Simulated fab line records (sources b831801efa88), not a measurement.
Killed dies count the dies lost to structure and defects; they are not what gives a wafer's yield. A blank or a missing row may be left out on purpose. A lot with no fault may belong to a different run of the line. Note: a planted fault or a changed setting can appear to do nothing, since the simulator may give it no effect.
Which tool did it? :: flow sky130 :: Sampling: 12 lots, 36 wafers, 3 of 708 route steps

== WHAT THE GAUGES SHOWED, per wafer ==
SKY_SD_N_TW_MEAS_12. Usual: SD_N_TW gives 3984 (standard deviation 30).
lot: L397
measured: day 28 17:35
on: film metro-03
SD_N_TW: 3971 3961 3945
flag: 

lot: L398
measured: day 28 23:56
on: film metro-04
SD_N_TW: 4000 3991 3996
flag: 

lot: L399
measured: day 29 11:44
on: film metro-04
SD_N_TW: 4021 4018 4034
flag: 

lot: L401
measured: day 30 05:50
on: film metro-04
SD_N_TW: 4021 4020 4026
flag: 

lot: L403
measured: day 30 18:56
on: film metro-01
SD_N_TW: 3968 3963 3973
flag: 

lot: L404
measured: day 31 03:49
on: film metro-04
SD_N_TW: 3997 4010 4027
flag: 

lot: L408
measured: day 32 15:43
on: film metro-03
SD_N_TW: 3979 3978 3961
flag: 

lot: L410
measured: day 33 07:13
on: film metro-04
SD_N_TW: 4015 4030 4018
flag: 

lot: L412
measured: day 33 15:07
on: film metro-01
SD_N_TW: 3971 3949 3992
flag: 

lot: L413
measured: day 33 20:56
on: film metro-04
SD_N_TW: 4000 3996 3960
flag: 

lot: L419
measured: day 35 21:10
on: film metro-03
SD_N_TW: 3939 3949 3969
flag: 

lot: L420
measured: day 36 05:20
on: film metro-03
SD_N_TW: 4050 4060 4074
flag: 

SKY_SD_N_RS_MEAS_18: measurement is done with a four-point probe. Usual: RES_XHIGH_RS gives 335.5 ohm/sq (standard deviation 1.2).
lot: L397
measured: day 28 18:07
on: film metro-04
RES_XHIGH_RS (ohm/sq): 337.4 336.5 335.8
flag: 

lot: L398
measured: day 29 00:29
on: film metro-01
RES_XHIGH_RS (ohm/sq): 334.8 335.2 334.5
flag: 

lot: L399
measured: day 29 12:17
on: film metro-01
RES_XHIGH_RS (ohm/sq): 335.9 335.0 334.5
flag: 

lot: L401
measured: day 30 06:23
on: film metro-03
RES_XHIGH_RS (ohm/sq): 336.2 335.7 336.3
flag: 

lot: L403
measured: day 30 19:30
on: film metro-04
RES_XHIGH_RS (ohm/sq): 335.8 336.4 335.9
flag: 

lot: L404
measured: day 31 04:20
on: film metro-04
RES_XHIGH_RS (ohm/sq): 335.6 336.2 336.7
flag: 

lot: L408
measured: day 32 16:17
on: film metro-03
RES_XHIGH_RS (ohm/sq): 335.8 335.6 336.8
flag: 

lot: L410
measured: day 33 07:49
on: film metro-04
RES_XHIGH_RS (ohm/sq): 335.6 335.0 334.4
flag: 

lot: L412
measured: day 33 15:40
on: film metro-03
RES_XHIGH_RS (ohm/sq): 335.1 336.6 335.9
flag: 

lot: L413
measured: day 33 21:28
on: film metro-01
RES_XHIGH_RS (ohm/sq): 333.6 331.6 331.9
flag: 

lot: L419
measured: day 35 21:42
on: film metro-04
RES_XHIGH_RS (ohm/sq): 337.0 337.2 336.0
flag: 

lot: L420
measured: day 36 05:53
on: film metro-01
RES_XHIGH_RS (ohm/sq): 334.8 335.3 336.5
flag: 

== TOOL THAT RAN EACH LOT (tool first, then ch and the chambers of the sampled wafers, then the start) ==
lot: L397
SKY_POLY_CUT_ETCH_10: rie diel-01 ch 0,1,3, day 25 01:44

lot: L398
SKY_POLY_CUT_ETCH_10: rie diel-01 ch 0,2,3, day 25 06:47

lot: L399
SKY_POLY_CUT_ETCH_10: rie diel-02 ch 1,2, day 25 20:05

lot: L401
SKY_POLY_CUT_ETCH_10: rie diel-01 ch 2,3, day 26 11:44

lot: L403
SKY_POLY_CUT_ETCH_10: rie diel-01 ch 0,1,3, day 27 04:31

lot: L404
SKY_POLY_CUT_ETCH_10: rie diel-01 ch 1,2,3, day 27 13:40

lot: L408
SKY_POLY_CUT_ETCH_10: rie diel-03 ch 2,3, day 29 00:46

lot: L410
SKY_POLY_CUT_ETCH_10: rie diel-03 ch 0,2, day 29 19:49

lot: L412
SKY_POLY_CUT_ETCH_10: rie diel-03 ch 0,1, day 30 03:37

lot: L413
SKY_POLY_CUT_ETCH_10: rie diel-03 ch 1,2,3, day 30 09:44

lot: L419
SKY_POLY_CUT_ETCH_10: rie diel-02 ch 2,3, day 32 10:44

lot: L420
SKY_POLY_CUT_ETCH_10: rie diel-03 ch 1,2, day 32 19:34
- SKY_POLY_CUT_ETCH_10: etches BARC in N2/H2, stops on SiO2, time 45.9 s, target depth 60 nm.

== WHAT THE TOOLS THEMSELVES READ (means of the sampled wafers that have a number; where no wafer has one, the mark that the record gives instead) ==
SKY_POLY_CUT_ETCH_10. Usual: drypump motor current A 5.8 A, standard deviation 0.43; oes product au 0.854 a.u., standard deviation 0.0045; throttle valve pct 13.226 %, standard deviation 0.0089.
lot: L397
tool: rie diel-01
drypump motor current A (A): 5.8
oes product au (a.u.): 0.847
throttle valve pct (%): 13.225
flag: 

lot: L398
tool: rie diel-01
drypump motor current A (A): 6.0
oes product au (a.u.): 0.853
throttle valve pct (%): 13.228
flag: 

lot: L399
tool: rie diel-02
drypump motor current A (A): 5.4
oes product au (a.u.): 0.853
throttle valve pct (%): 13.225
flag: 

lot: L401
tool: rie diel-01
drypump motor current A (A): 6.4
oes product au (a.u.): 0.857
throttle valve pct (%): 13.234
flag: 

lot: L403
tool: rie diel-01
drypump motor current A (A): 5.8
oes product au (a.u.): 0.854
throttle valve pct (%): 13.223
flag: 

lot: L404
tool: rie diel-01
drypump motor current A (A): 6.1
oes product au (a.u.): 0.850
throttle valve pct (%): 13.233
flag: 

lot: L408
tool: rie diel-03
drypump motor current A (A): 5.7
oes product au (a.u.): 0.849
throttle valve pct (%): 13.228
flag: 

lot: L410
tool: rie diel-03
drypump motor current A (A): 5.9
oes product au (a.u.): 0.855
throttle valve pct (%): 13.228
flag: 

lot: L412
tool: rie diel-03
drypump motor current A (A): 6.2
oes product au (a.u.): 0.857
throttle valve pct (%): 13.237
flag: 

lot: L413
tool: rie diel-03
drypump motor current A (A): 5.9
oes product au (a.u.): 0.856
throttle valve pct (%): 13.227
flag: 

lot: L419
tool: rie diel-02
drypump motor current A (A): 5.4
oes product au (a.u.): 0.856
throttle valve pct (%): 13.224
flag: 

lot: L420
tool: rie diel-03
drypump motor current A (A): 6.2
oes product au (a.u.): 0.858
throttle valve pct (%): 13.220
flag: 

== THE ANSWER, worked out from the rows above alone ==
Rule: a lot is off if the mean of its wafers that have a number lies more than 3 standard deviations from the usual mean. Also off: a lot with no number at a reading for which 4 or more lots have one. Any other lot the step has rows for is counted as sound. The gauges are gone through in route order, then the tools' own readings, and for those a lot's mean is taken as printed above. At the first step where some lot is off, the reading lying furthest off is the one used; lots without a number count as furthest.
None of the lots is off at any reading shown; this tells nothing.

== WHAT THE SIMULATOR HAD INSERTED ==
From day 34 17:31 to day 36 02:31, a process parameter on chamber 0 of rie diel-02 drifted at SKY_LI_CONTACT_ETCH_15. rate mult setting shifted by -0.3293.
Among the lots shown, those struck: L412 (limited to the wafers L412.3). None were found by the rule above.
